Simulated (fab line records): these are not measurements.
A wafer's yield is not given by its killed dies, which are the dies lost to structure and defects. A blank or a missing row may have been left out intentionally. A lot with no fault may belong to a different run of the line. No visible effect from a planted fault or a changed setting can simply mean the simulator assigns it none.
One fault through the eyes of 2 desks | flow gf180mcu | numbers are kept per desk, each desk with only its own; the story behind them comes last

## TOOL OWNER'S DESK, litho track-03
Per lot that ran on this tool, the mean of the sampled wafers carrying a number, from the tool's own readings at GF_POLY_GATE_SOFTBAKE_06 (time 60 s). A lot is out of limits, marked OUT, if its mean lies more than 4 standard deviations from the usual mean; the brackets give that distance.
Columns: A = plate temp C at GF_POLY_GATE_SOFTBAKE_06, usual 130.00 C; B = run length s at GF_POLY_GATE_SOFTBAKE_06, usual 89.16 s
lot  | first seen here | A      | B
L400 | day 9 00:00     | 130.04 | 89.24
L412 | day 12 07:00    | 130.00 | 91.54 (+11) OUT
L414 | day 13 00:00    | 129.99 | 91.50 (+11) OUT
L416 | day 13 10:00    | 130.01 | 91.43 (+11) OUT
This desk's verdict: out of limits on L412, L414, L416, starting with L412 at day 12 07:00 (run length s at GF_POLY_GATE_SOFTBAKE_06). L400: within limits.

## FROM THE METROLOGY DESK
What the gauges read, lot by lot, whatever tool the lot ran on: means of the sampled wafers that have a number. A lot is out of limits, marked OUT, if its mean lies more than 4 standard deviations from the usual mean; the brackets give that distance.
Columns: A = cd nm at GF_HV_LDD_CD_MEAS_31, usual 400.4 nm; B = HV_LDD_02_OVL at GF_HV_LDD_OVL_MEAS_32, usual -0.1 nm; C = HV_LDD_3_TW at GF_HV_LDD_TW_MEAS_38, usual 1427
lot  | first seen here | A     | B    | C
L399 | day 11 07:44    | 401.2 | 0.6  | 1414
L400 | day 11 14:34    | 401.7 | -2.0 | 1413
L401 | day 11 16:04    | 398.4 | -0.1 | 1427
L402 | day 11 23:10    | 400.4 | 0.7  | 1423
L404 | day 12 17:12    | 400.1 | 1.2  | 1426
L405 | day 12 23:08    | 402.3 | -0.0 | 1423
L406 | day 13 08:14    | 400.6 | -0.6 | 1433
L407 | day 13 19:02    | 401.9 | 1.9  | 1435
L412 | day 15 16:17    | 397.9 | 0.1  | 1430
L414 | day 16 11:25    | 399.6 | -0.4 | 1433
L416 | day 16 21:45    | 401.6 | 0.4  | 1404
L417 | day 17 08:58    | 398.0 | -1.2 | 1443
L419 | day 17 15:16    | 401.5 | -2.7 | 1416
L420 | day 18 04:01    | 401.6 | 1.9  | 1440
L422 | day 18 20:10    | 398.0 | -1.7 | 1416
This desk's verdict: no lot among the 15 shows anything out of limits.

## BROUGHT TOGETHER
The tool owner's desk had the chance to raise an alarm at day 12 07:00 on L412, L414, L416.
At the metrology desk, nothing out of limits was observed.
The metrology desk holds a record of L412, L414, L416, inside its limits.
The lots listed all ran GF_POLY_GATE_SOFTBAKE_06 on litho track-03.

## WHAT HAD BEEN PUT IN BY THE SIMULATOR
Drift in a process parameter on litho track-03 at GF_POLY_GATE_SOFTBAKE_06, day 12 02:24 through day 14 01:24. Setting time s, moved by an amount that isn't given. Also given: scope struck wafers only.
Lots struck among those shown: L412, L414, L416.
Hours from the fault's start to each desk's first reading out of limits: the tool owner's desk, 5.
